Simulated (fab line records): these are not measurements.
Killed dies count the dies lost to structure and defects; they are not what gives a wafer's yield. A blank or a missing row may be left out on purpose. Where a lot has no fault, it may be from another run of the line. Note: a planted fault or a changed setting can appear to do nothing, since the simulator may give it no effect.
Problem report, 8D (eight disciplines) form, completed by code / flow sfqLine / the parts of the form that need people (team, actions taken, sign-off) are left out

1. THE ISSUE
At SFQ_TRILAYER_I6_VIA_BARC_OPEN_VIA_ETCH_235, runLengthS averages 88.6 s over 3 wafers from 3 lots, while fault-free wafers read 69.9 s, standard deviation 0.58. Relative to the usual mean, that is a shift of +32 standard deviations.
The step: etches BARC in O2, target depth 125 nm, time 41.7 s.
Seen first at day 67 11:07 on rieDiel-04, wafer L956.5. Wafers with a number at this step in the record: 43, from 15 lots. The rule behind "out" and "out of limits": a value lying over 4 standard deviations away from the usual mean. The rest of the wafers with a number are treated as sound.

2. WHAT IT IS; WHAT IT IS NOT
question=which readings at this step | is=runLengthS, oesProductAu | is not=drypumpMotorCurrentA
question=which lots | is=L956, L957, L958 | is not=L943, L944, L945, L946, L948, L949, L950, L961, L962, L963, L964, L965
question=which wafers of those lots | is=L956.5, L957.5, L958.5 | is not=L956.4, L957.1, L958.1, L958.4
question=read on which tools | is=rieDiel-04 | is not=rieDiel-02, rieDiel-03
question=when | is=from day 67 11:07 | is not=up to then (22 sound wafers); but 18 sound wafers of L957, L958, L961, L962, L963, L964, L965 came after

3. THE SUSPECTS, EACH WITH WHAT RULES IT OUT
Counting: a tool at a process step up to the reading stays a suspect if it ran every lot that is out. Sound lots after the first of them don't rule it out here, since some wafers of a struck lot are sound.
- rieDiel-04 at SFQ_TRILAYER_I6_VIA_BARC_OPEN_VIA_ETCH_235 (etches BARC in O2, target depth 125 nm, time 41.7 s): kept. It processed each lot that is out (first: L956, day 67 11:07); up to then, its last sound lot is L949 (day 65 15:10). Out on those wafers are its own readings of oesProductAu, runLengthS.
Left after counting: rieDiel-04 at SFQ_TRILAYER_I6_VIA_BARC_OPEN_VIA_ETCH_235.

4. THE CAUSE (what the simulator had put in)
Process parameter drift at SFQ_TRILAYER_I6_VIA_BARC_OPEN_VIA_ETCH_235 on rieDiel-04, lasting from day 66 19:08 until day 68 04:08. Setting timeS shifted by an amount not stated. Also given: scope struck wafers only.
After counting, this tool was the only one left.

5. SEQUENCE OF EFFECTS, ordered by route
Each row: a reading whose mean over the struck wafers that have a number lies more than 3 standard deviations from the usual. Only readings whose record carries a usual standard deviation are examined. hours: median over the lots of the time between each lot's start at the first step of this table that gives one and its start at this step. sigmas: the change, counted in usual standard deviations.
hours=0; step=SFQ_TRILAYER_I6_VIA_BARC_OPEN_VIA_ETCH_235; reading=oesProductAu; usual=0.686 a.u.; on struck wafers=0.589; change=-0.097; sigmas=-21
hours=0; step=SFQ_TRILAYER_I6_VIA_BARC_OPEN_VIA_ETCH_235; reading=runLengthS; usual=69.9 s; on struck wafers=88.6; change=+18.7; sigmas=+32
Process steps it contains:
- SFQ_TRILAYER_I6_VIA_BARC_OPEN_VIA_ETCH_235: etches BARC in O2, target depth 125 nm, time 41.7 s.

6. WHAT WOULD HAVE CAUGHT IT SOONER
First out-of-limits reading in this record: day 67 11:07, which is 16 hours after fault onset at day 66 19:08.
